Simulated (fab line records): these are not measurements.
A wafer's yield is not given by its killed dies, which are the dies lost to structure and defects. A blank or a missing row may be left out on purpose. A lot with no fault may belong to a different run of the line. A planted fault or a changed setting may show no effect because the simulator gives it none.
Which tool is to blame? -- flow sky130 -- Sampling: 11 lots, 33 wafers, 5 of 708 route steps

WHAT THE GAUGES SHOWED, per wafer
SKY_CAP2M_THK_MEAS_01.
lot,measured,on,CAP2M_CVD_00_THK (nm)
L302,day 39 10:04,film-metro-04,15.39 15.27 15.50
L304,day 41 04:13,film-metro-04,15.28 15.41 16.01
L305,day 44 02:33,film-metro-04,15.40 15.55 15.67
L306,day 44 04:21,film-metro-02,15.20 14.92 15.42
L308,day 44 05:55,film-metro-01,15.68 15.66 16.13
L313,day 44 07:29,film-metro-01,15.09 15.75 15.72
L314,day 44 11:20,film-metro-02,28.57 15.35 15.40
L316,day 44 12:56,film-metro-04,15.17 28.65 15.77
L319,day 44 14:29,film-metro-04,15.74 15.40 16.08
L321,day 44 22:26,film-metro-01,15.58 15.71 15.69
L322,day 45 00:11,film-metro-04,15.12 15.68 15.36

WHAT TOOL EACH LOT RAN ON (gives the tool, then ch and the chambers of the sampled wafers, and finally the start)
lot,SKY_VIA2_STRIP_16,SKY_METAL3_SPUTTER_04,SKY_VIA3_SPUTTER_20,SKY_CAP2M_CVD_00
L302,"plasma-asher-03 ch 0,1, day 36 01:51","pvd-sputter-03, day 36 03:14","pvd-sputter-03, day 39 09:13","pecvd-01 ch 0,1,2, day 39 10:02"
L304,"plasma-asher-01 ch 0,1, day 37 19:18","pvd-sputter-04, day 37 20:40","pvd-sputter-03, day 41 02:51","pecvd-03 ch 0,1,2, day 41 04:09"
L305,"plasma-asher-01 ch 0,1, day 41 00:25","pvd-sputter-02, day 41 02:08","pvd-sputter-04, day 44 01:43","pecvd-01 ch 0,2, day 44 02:32"
L306,"plasma-asher-04 ch 0,1, day 41 01:30","pvd-sputter-03, day 41 03:40","pvd-sputter-03, day 44 03:31","pecvd-03 ch 0,2, day 44 04:19"
L308,"plasma-asher-03 ch 0,1, day 41 02:54","pvd-sputter-02, day 41 04:42","pvd-sputter-03, day 44 05:02","pecvd-04 ch 0,2, day 44 05:53"
L313,"plasma-asher-01 ch 0,1, day 41 06:33","pvd-sputter-04, day 41 07:57","pvd-sputter-04, day 44 06:38","pecvd-03 ch 0,1, day 44 07:28"
L314,"plasma-asher-04 ch 0,1, day 41 08:48","pvd-sputter-04, day 41 10:13","pvd-sputter-04, day 44 10:30","pecvd-01 ch 0,1,2, day 44 11:19"
L316,"plasma-asher-03 ch 0,1, day 41 10:11","pvd-sputter-03, day 41 11:35","pvd-sputter-01, day 44 12:06","pecvd-01 ch 0,1, day 44 12:55"
L319,"plasma-asher-04 ch 0,1, day 41 12:09","pvd-sputter-02, day 41 13:34","pvd-sputter-04, day 44 13:38","pecvd-03 ch 1,2, day 44 14:28"
L321,"plasma-asher-01 ch 0,1, day 41 22:16","pvd-sputter-04, day 41 23:38","pvd-sputter-03, day 44 21:35","pecvd-04 ch 0,1,2, day 44 22:25"
L322,"plasma-asher-04 ch 0,1, day 42 00:31","pvd-sputter-02, day 42 02:02","pvd-sputter-04, day 44 23:20","pecvd-03 ch 0,1, day 45 00:10"
- SKY_VIA2_STRIP_16: strips in O2/N2.
- SKY_METAL3_SPUTTER_04: material TiN, target thk 70 nm, time 58.3 s.
- SKY_VIA3_SPUTTER_20: material TiN, target thk 20 nm, time 80 s.
- SKY_CAP2M_CVD_00: deposits SiO2, target thk 15.5 nm.

WHAT THE TOOLS THEMSELVES READ (means of the sampled wafers that have a number; where no wafer has one, the mark that the record gives instead)
SKY_VIA2_STRIP_16.
lot,tool,chamber-pressure-mTorr (mTorr),drypump-motor-current-A (A),oes-product-au (a.u.),strip-time-to-endpoint-s (s)
L302,plasma-asher-03,1500.9,5.5,0.404,4.02
L304,plasma-asher-01,1499.2,5.5,0.396,4.01
L305,plasma-asher-01,1500.4,5.5,0.399,4.05
L306,plasma-asher-04,1501.4,5.6,0.403,4.02
L308,plasma-asher-03,1500.7,5.5,0.396,4.03
L313,plasma-asher-01,1500.1,5.4,0.402,4.06
L314,plasma-asher-04,1498.3,5.6,0.400,4.03
L316,plasma-asher-03,1499.5,5.2,0.400,4.01
L319,plasma-asher-04,1500.6,5.6,0.402,4.04
L321,plasma-asher-01,1500.3,5.5,0.402,4.06
L322,plasma-asher-04,1499.9,5.6,0.399,4.08

SKY_METAL3_SPUTTER_04.
lot,tool,throttle-valve-pct (%)
L302,pvd-sputter-03,31.9
L304,pvd-sputter-04,30.0
L305,pvd-sputter-02,30.5
L306,pvd-sputter-03,31.4
L308,pvd-sputter-02,30.4
L313,pvd-sputter-04,29.6
L314,pvd-sputter-04,29.7
L316,pvd-sputter-03,31.0
L319,pvd-sputter-02,29.8
L321,pvd-sputter-04,29.6
L322,pvd-sputter-02,29.1

SKY_VIA3_SPUTTER_20.
lot,tool,throttle-valve-pct (%)
L302,pvd-sputter-03,31.2
L304,pvd-sputter-03,31.1
L305,pvd-sputter-04,30.2
L306,pvd-sputter-03,30.9
L308,pvd-sputter-03,31.1
L313,pvd-sputter-04,29.6
L314,pvd-sputter-04,29.7
L316,pvd-sputter-01,30.1
L319,pvd-sputter-04,29.8
L321,pvd-sputter-03,31.0
L322,pvd-sputter-04,30.3

SKY_CAP2M_CVD_00.
lot,tool,heater-power-w (W)
L302,pecvd-01,809
L304,pecvd-03,729
L305,pecvd-01,794
L306,pecvd-03,701
L308,pecvd-04,673
L313,pecvd-03,655
L314,pecvd-01,810
L316,pecvd-01,812
L319,pecvd-03,693
L321,pecvd-04,762
L322,pecvd-03,706

THE ANSWER, worked out from the rows above alone
Rule: what is usual is taken from the lots themselves. The widest of any qualifying gaps counts: lots, ordered by their means at a reading, are off when they make up no more than a third of the lots, leave a main group of 4 or more, and stand apart from it by 3 or more times the standard deviation of that group's means. A main group whose means are all the same, to the digits that the tables above print for the reading, isn't used. A lot without any number at a reading at which 4 lots or more have one is off too. Where the step has rows for the other lots, those lots are counted as sound. First the gauges in route order, then the tools' own readings, where a lot's mean is used as printed above. At the first step where some lot is off, the reading lying furthest off is the one used; lots without a number count as furthest.
Off: at SKY_CAP2M_THK_MEAS_01 (CAP2M_CVD_00_THK), L314, L316. The main group: mean 15.53 nm, standard deviation 0.19.
A tool fits if, at a process step before that reading, it ran every lot that is off, and no sound lot after the first of them. Gauges at SKY_CAP2M_THK_MEAS_01: tried the same way as those tools. One fits: SKY_CAP2M_CVD_00 on pecvd-01. A fault onset in the window from L305 (day 44 02:32, its last sound lot) to L314 (day 44 11:19, its first lot off) fits.

WHAT WAS PUT IN BY THE SIMULATOR
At SKY_CAP2M_CVD_00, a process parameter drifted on pecvd-01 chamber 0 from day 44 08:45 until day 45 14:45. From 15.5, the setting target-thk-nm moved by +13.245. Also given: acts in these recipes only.
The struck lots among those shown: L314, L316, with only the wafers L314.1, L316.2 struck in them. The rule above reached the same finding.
